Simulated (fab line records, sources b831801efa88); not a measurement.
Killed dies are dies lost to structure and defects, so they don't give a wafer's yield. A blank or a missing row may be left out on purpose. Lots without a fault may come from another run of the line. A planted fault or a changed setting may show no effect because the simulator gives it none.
fab line records | flow sky130
record lots=6 wafers=18 last_day=50
route steps=708 shown SONOS_ONO@171 PAD_OPEN@708
lots that met no fault: from a run of the same line without faults
start_h: hours from the record's first day to the start of the lot's first wafer shown | wait_h: hours since the lot's step before | " the same as in the row above | L1.1+2: a row that stands for several wafers | - no value, or no start given | * or withheld: withheld | < > ~ a bound
route shown NAME@n: a module of which the file shows steps, and the number in the route of the first | usual: mean/standard deviation of fault-free wafers | same: alike in all rows | chamber/n: place in a boat | sites: the reading at each site | _std_site: their standard deviation | _edge_site: outer sites' mean less inner sites' | radius_mm: how far each site lies from the wafer's centre | mask NAME#n: copy n | behind: the tool/chamber that last shaped the wafer | hold: why the lot was held/for how many hours/how that ended | device: the transistor (n, p or np) that didn't switch | end of line: the same wafers' tests at the end of the route | a step without rows: its recipe alone | killed: dies lost to structure and defects at the first sort, not the wafer's yield | map: a wafer's dies, x killed, . not, _ none there
set.NAME: the setting as run; set.NAME@STEP: as run at that earlier step | model.NAME: the simulator's own value behind a step, which no gauge read
lots at some steps of the route; a table a step, a row a wafer
services: from which hour (start_h, from the record's first day; less than 0 if before it) a tool's chamber was out of use, for how many hours, and why
## steps
# step SKY_SONOS_ONO_THK_MEAS_03
# recipe reads=Si3N4_of_SONOS_ONO_CVD_02
# usual SONOS_ONO_CVD_02_THK=10.48/0.11
# columns lot.wafer tool chamber start_h wait_h SONOS_ONO_CVD_02_THK[nm]
L598.1 film_metro-03 - 282.63 0.0 10.34
L598.2 " - " " 10.59
L598.5 " - " " 10.73
L599.1 film_metro-03 - 292.02 0.0 10.65
L599.2 " - " " 10.57
L599.3 " - " " 10.66
L604.2 film_metro-04 - 332.88 0.0 10.40
L604.4 " - " " 10.52
L604.6 " - " " 10.34
L605.3 film_metro-03 - 345.34 0.0 10.46
L605.5 " - " " 10.47
L605.6 " - " " 10.31
L614.4 film_metro-04 - 416.05 0.0 10.31
L614.5 " - " " 10.43
L614.6 " - " " 10.44
L617.2 film_metro-04 - 455.42 0.0 10.44
L617.3 " - " " 10.38
L617.6 " - " " 10.49
# step SKY_SONOS_ONO_CVD_04
# recipe material=SiO2 precursor=SiH4/N2O target_thk_nm=5.7199 temp_c=900 pressure_mtorr=400
# step SKY_SONOS_ONO_THK_MEAS_05
# recipe reads=SiO2_of_SONOS_ONO_CVD_04
# usual SONOS_ONO_CVD_04_THK=5.78/0.099
# columns lot.wafer tool chamber start_h wait_h SONOS_ONO_CVD_04_THK[nm]
L598.1 film_metro-02 - 283.94 0.0 5.67
L598.2 " - " " 5.66
L598.5 " - " " 5.67
L599.1 film_metro-03 - 293.33 0.0 5.73
L599.2 " - " " 5.75
L599.3 " - " " 5.84
L604.2 film_metro-04 - 334.19 0.0 5.88
L604.4 " - " " 5.82
L604.6 " - " " 5.89
L605.3 film_metro-02 - 346.65 0.0 5.65
L605.5 " - " " 5.66
L605.6 " - " " 5.78
L614.4 film_metro-04 - 417.36 0.0 5.83
L614.5 " - " " 5.85
L614.6 " - " " 5.80
L617.2 film_metro-02 - 456.93 0.0 5.90
L617.3 " - " " 5.87
L617.6 " - " " 5.87
# step SKY_SONOS_ONO_DEHYDRATE_06
# recipe temp_c=200 time_s=60
# step SKY_SONOS_ONO_HMDS_07
# recipe prime_time_s=60 prime_temp_c=120
# step SKY_SONOS_ONO_COAT_08
# recipe resist=NOVOLAK spin_rpm=3000 resist_thk_nm=1140
# step SKY_SONOS_ONO_SOFTBAKE_09
# recipe temp_c=90 time_s=60 resist=NOVOLAK
# step SKY_SONOS_ONO_EXPOSE_10
# recipe mask_id=ONOM target_cd_nm=410 na=0.6 source_shape=conventional sigma_outer=0.6 dose_mj=150
# step SKY_SONOS_ONO_PEB_11
# recipe temp_c=withheld time_s=* resist=NOVOLAK
# step SKY_SONOS_ONO_DEVELOP_12
# recipe develop_time_s=60 dev_temp_c=23
# step SKY_SONOS_ONO_CD_MEAS_13
# recipe target_cd_nm=410
# usual cd_nm=410.1/2.1
# columns lot.wafer tool chamber start_h wait_h cd_nm
L598.1 cd_sem-02 - 308.93 0.1 413.9
L598.2 " - " " 412.3
L598.5 " - " " 414.3
L599.1 cd_sem-02 - 318.51 0.1 408.5
L599.2 " - " " 411.0
L599.3 " - " " 410.6
L604.2 cd_sem-01 - 361.53 0.1 408.9
L604.4 " - " " 409.5
L604.6 " - " " 408.7
L605.3 cd_sem-01 - 374.16 0.1 405.1
L605.5 " - " " 407.2
L605.6 " - " " 406.2
L614.4 cd_sem-01 - 448.17 0.1 408.1
L614.5 " - " " 409.4
L614.6 " - " " 408.8
L617.2 cd_sem-01 - 487.08 0.1 410.2
L617.3 " - " " 410.5
L617.6 " - " " 409.0
# step SKY_SONOS_ONO_OVL_MEAS_14
# usual SONOS_ONO_OVL=0.1/1.8
# columns lot.wafer tool chamber start_h wait_h SONOS_ONO_OVL[nm]
L598.1 overlay-01 - 309.05 0.1 -1.6
L598.2 " - " " -4.5
L598.5 " - " " -2.6
L599.1 overlay-01 - 318.63 0.1 -2.5
L599.2 " - " " -2.6
L599.3 " - " " 1.0
L604.2 overlay-01 - 361.64 0.1 -1.2
L604.4 " - " " -1.1
L604.6 " - " " -0.1
L605.3 overlay-02 - 374.25 0.1 0.3
L605.5 " - " " 0.1
L605.6 " - " " -0.4
L614.4 overlay-01 - 448.25 0.1 -2.2
L614.5 " - " " -3.7
L614.6 " - " " -3.7
L617.2 overlay-01 - 487.19 0.1 0.1
L617.3 " - " " -0.8
L617.6 " - " " -1.4
# step SKY_SONOS_ONO_ETCH_15
# recipe target_depth_nm=19.52 chemistry=CHF3/O2 source_w=600 bias_w=200 pressure_mtorr=40 chf3_flow_sccm=50 O2_flow_sccm=5 time_s=7.8
# usual drypump_motor_current_A=5.5/0.37 oes_product_au=1.002/0.0077 throttle_valve_pct=8.825/0.0093
# columns lot.wafer tool chamber start_h wait_h drypump_motor_current_A oes_product_au rf_hours_counter_h throttle_valve_pct model.SONOS_ONO.feature_depth_nm model.etch.depth_nm
L598.1 rie_diel-04 0 309.09 0.0 5.7 1.005 94 8.823 19.76 19.76
L598.2 " 1 " " 5.7 1.003 112 8.829 19.73 19.73
L598.5 " 3 " " 4.7 1.019 - 8.824 19.88 19.88
L599.1 rie_diel-02 1 318.67 0.0 5.9 1.010 12 8.815 19.92 19.92
L599.2 " 0 " " 6.0 1.001 1 8.819 19.72 19.72
L599.3 " 3 " " 6.0 1.006 49 8.834 19.73 19.73
L604.2 rie_diel-04 3 361.67 0.0 4.7 1.000 21 8.836 20.26 20.26
L604.4 " 0 " " 5.7 0.996 - 8.824 20.22 20.22
L604.6 " 3 " " 4.7 1.003 - 8.821 20.24 20.24
L605.3 rie_diel-04 3 374.27 0.0 4.7 1.008 21 8.832 20.5 20.5
L605.5 " 2 " " 5.6 0.996 - 8.830 19.98 19.98
L605.6 " 3 " " 4.7 1.012 - 8.838 20.44 20.44
L614.4 rie_diel-03 2 448.27 0.0 5.5 1.006 4 8.817 19.79 19.79
L614.5 " 2 " " 5.5 1.016 - 8.830 19.78 19.78
L614.6 " 1 " " 5.1 1.011 - 8.824 19.85 19.85
L617.2 rie_diel-03 0 487.22 0.0 5.6 0.981 6 8.836 19.29 19.29
L617.3 " 2 " " 5.5 0.999 5 8.830 19.63 19.63
L617.6 " 2 " " 5.5 0.998 - 8.820 19.47 19.47
# step SKY_SONOS_ONO_WET_ETCH_16
# recipe chemistry=dHF target_depth_nm=14 dry=n2_spin target=SiO2 dilution=100:1 temp_c=25 time_s=292.8
# step SKY_PAD_OPEN_PROBE_99
# usual killed_at_M0_to_M3=45/6.9 killed_at_M4_up=3.2/1.8 killed_at_contacts=25/5.3 killed_at_front_end=16/4.3 killed_at_other=0.2/0.52 killed_dies=88/8.7 killed_open=48/6.5 killed_short=40/6
# same gross_dies=492 killed_at_back_side=0
# columns lot.wafer tool chamber start_h wait_h killed_at_M0_to_M3 killed_at_M4_up killed_at_contacts killed_at_front_end killed_at_other killed_dies killed_open killed_short
L599.1 prober-02 - 1113.18 0.1 45 5 35 12 0 97 46 51
L599.2 prober-02 - 1113.23 0.1 49 4 18 19 0 90 54 36
L599.3 prober-02 - 1113.28 0.2 47 5 20 13 0 85 52 33
L617.2 prober-01 - 1208.01 0.1 29 1 25 15 0 70 42 28
L617.3 prober-01 - 1208.06 0.2 45 0 29 15 0 89 46 43
L617.6 prober-01 - 1208.21 0.2 46 1 36 12 0 95 58 37
# killed by level:class
L599.1 LI_CONTACT:geometric_particle:open=10 CONTACT:geometric_particle:open=9 VIA1:geometric_particle:short=8 VIA2:geometric_particle:open=7 VIA3:geometric_particle:short=6 VIA3:geometric_particle:open=6 LI_CONTACT:geometric_particle:short=5 CONTACT:geometric_particle:short=5
L599.2 VIA1:geometric_particle:open=15 VIA2:geometric_particle:open=8 VIA1:geometric_particle:short=6 FIELD_ISO:geometric_particle:open=5 VIA3:geometric_particle:open=5 LI_CONTACT:geometric_particle:open=4 CONTACT:geometric_particle:open=4 VIA3:geometric_particle:short=4
L599.3 VIA1:geometric_particle:open=9 CONTACT:geometric_particle:open=9 METAL1:geometric_particle:short=7 VIA2:geometric_particle:open=7 VIA3:geometric_particle:open=6 LI_CONTACT:geometric_particle:open=5 METAL2:geometric_particle:short=5 FIELD_ISO:geometric_particle:open=4
L617.2 CONTACT:geometric_particle:open=10 VIA1:geometric_particle:open=10 LOCAL_INTERCONNECT:geometric_particle:short=5 FIELD_ISO:geometric_particle:open=4 LI_CONTACT:geometric_particle:open=4 VIA2:geometric_particle:open=4 FIELD_ISO:geometric_particle:short=3 CONTACT:geometric_particle:short=3
L617.3 VIA1:geometric_particle:open=10 LI_CONTACT:geometric_particle:open=8 CONTACT:geometric_particle:open=7 VIA3:geometric_particle:open=7 LI_CONTACT:geometric_particle:short=6 METAL3:geometric_particle:short=6 FIELD_ISO:geometric_particle:short=4 VIA2:geometric_particle:open=4
L617.6 VIA1:geometric_particle:open=12 LI_CONTACT:geometric_particle:open=11 LOCAL_INTERCONNECT:geometric_particle:short=9 VIA3:geometric_particle:open=8 CONTACT:geometric_particle:open=8 VIA2:geometric_particle:open=6 POLY_GATE:geometric_particle:open=5 METAL3:geometric_particle:short=4
## services
# columns tool chamber start_h hours kind
rie_diel-03 - 308.30 0.1 repair
rie_diel-04 1 350.53 14.9 repair
rie_diel-02 2 357.20 8.7 repair
rie_diel-02 1 365.38 3.2 repair
rie_diel-03 2 371.80 21.3 repair
rie_diel-04 1 378.33 - clean
rie_diel-04 1 378.33 17.8 scheduled_down
rie_diel-04 1 378.33 17.8 vent_cycle
rie_diel-04 - 382.64 2.1 repair
rie_diel-03 1 430.41 9.2 repair
rie_diel-02 2 456.67 6.5 repair
rie_diel-03 1 464.68 36.7 repair
rie_diel-04 0 464.87 - clean
rie_diel-04 0 464.87 24.9 scheduled_down
rie_diel-04 0 464.87 24.9 vent_cycle
rie_diel-04 1 468.04 5.0 repair
rie_diel-02 - 480.42 1.0 repair
## key
first_sign none at tools or gauges
model_effect step=SKY_SONOS_ONO_ETCH_15 value=SONOS_ONO.feature_depth_nm without=19.67 struck=20.27
met_at SKY_SONOS_ONO_ETCH_15
struck_wafers L604.2,L604.4,L604.6,L605.3,L605.5,L605.6
tester_left_out L604,L605
onset_between 309.09 361.67
fault kind=process_parameter_drift tool=rie_diel-04 chamber=- onset_h=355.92 steps=SKY_SONOS_ONO_ETCH_15 channel=time_s offset=* shape=step end_h=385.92 acts_in=* stated=*
# tester_left_out: of these lots the tester's yield and bins aren't shown, on N5 and GAA mostly nor the transistor test; their killed dies are dies lost to structure and defects alone, not to doping, threshold or leakage, so they don't give the yield
